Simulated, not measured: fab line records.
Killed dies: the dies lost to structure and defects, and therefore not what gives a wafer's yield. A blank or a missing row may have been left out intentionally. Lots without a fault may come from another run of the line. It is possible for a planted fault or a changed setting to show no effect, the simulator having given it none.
What tool caused it? / flow gf180mcu / 10 lots with 30 wafers sampled at 2 steps, on a route of 602 steps

## WHAT THE GAUGES SHOWED, per wafer
GF_STI_THK_MEAS_04.
lot=L672; measured=day 1 14:33; on=film_metro-03; STI_CVD_03_THK (nm)=207.2 205.8 205.6
lot=L673; measured=day 1 20:28; on=film_metro-02; STI_CVD_03_THK (nm)=211.9 211.1 211.1
lot=L674; measured=day 1 23:34; on=film_metro-02; STI_CVD_03_THK (nm)=207.6 207.7 207.3
lot=L675; measured=day 2 05:17; on=film_metro-02; STI_CVD_03_THK (nm)=211.6 209.8 210.5
lot=L676; measured=day 2 10:33; on=film_metro-04; STI_CVD_03_THK (nm)=204.9 205.5 206.1
lot=L677; measured=day 2 15:55; on=film_metro-02; STI_CVD_03_THK (nm)=208.9 208.1 209.2
lot=L684; measured=day 4 02:38; on=film_metro-03; STI_CVD_03_THK (nm)=163.7 163.1 164.6
lot=L685; measured=day 4 06:35; on=film_metro-04; STI_CVD_03_THK (nm)=162.3 161.5 162.3
lot=L690; measured=day 5 10:29; on=film_metro-03; STI_CVD_03_THK (nm)=209.6 208.8 210.2
lot=L693; measured=day 6 00:31; on=film_metro-04; STI_CVD_03_THK (nm)=208.7 206.0 207.9

## WHAT TOOL EACH LOT RAN ON (gives the tool, then ch and the chambers of the sampled wafers, and finally the start)
lot=L672; GF_STI_CVD_03=lpcvd-01 ch 1, day 1 11:34
lot=L673; GF_STI_CVD_03=lpcvd-02 ch 1, day 1 18:29
lot=L674; GF_STI_CVD_03=lpcvd-02 ch 0, day 1 21:34
lot=L675; GF_STI_CVD_03=lpcvd-02 ch 0, day 2 03:17
lot=L676; GF_STI_CVD_03=lpcvd-01 ch 1, day 2 07:34
lot=L677; GF_STI_CVD_03=lpcvd-02 ch 1, day 2 13:55
lot=L684; GF_STI_CVD_03=lpcvd-02 ch 0, day 4 00:40
lot=L685; GF_STI_CVD_03=lpcvd-02 ch 1, day 4 04:34
lot=L690; GF_STI_CVD_03=lpcvd-01 ch 0, day 5 07:30
lot=L693; GF_STI_CVD_03=lpcvd-01 ch 0, day 5 21:32
- GF_STI_CVD_03: deposits Si3N4 from DCS/NH3, target thk 207.16 nm, time 3551 s.

## THE ANSWER, worked out from the rows above alone
Rule: what is usual is taken from the lots themselves. The widest of any qualifying gaps counts: lots, ordered by their means at a reading, are off when they make up no more than a third of the lots, leave a main group of 4 or more, and stand apart from it by 3 or more times the standard deviation of that group's means. Not used: any main group whose means are identical at the precision the tables above print for the reading. Also off: a lot with no number at a reading for which 4 or more lots have one. Any other lot the step has rows for is counted as sound.
Off: L684, L685, seen at GF_STI_THK_MEAS_04 (STI_CVD_03_THK). Mean 208.4 nm and standard deviation 1.9 in the main group.
A tool fits if, at a process step before that reading, it ran every lot that is off, and no sound lot after the first of them. Those tools and the gauges at GF_STI_THK_MEAS_04 are tried in the same way. One candidate fits, namely lpcvd-02 at GF_STI_CVD_03. Its last sound lot is L677 (day 2 13:55), its first lot that is off L684 (day 4 00:40): a fault that began between those two fits.

## WHAT THE SIMULATOR HAD PUT IN
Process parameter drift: lpcvd-02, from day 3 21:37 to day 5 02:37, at GF_STI_CVD_03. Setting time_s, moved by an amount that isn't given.
Lots struck among those shown: L684, L685. The rule above found the same.
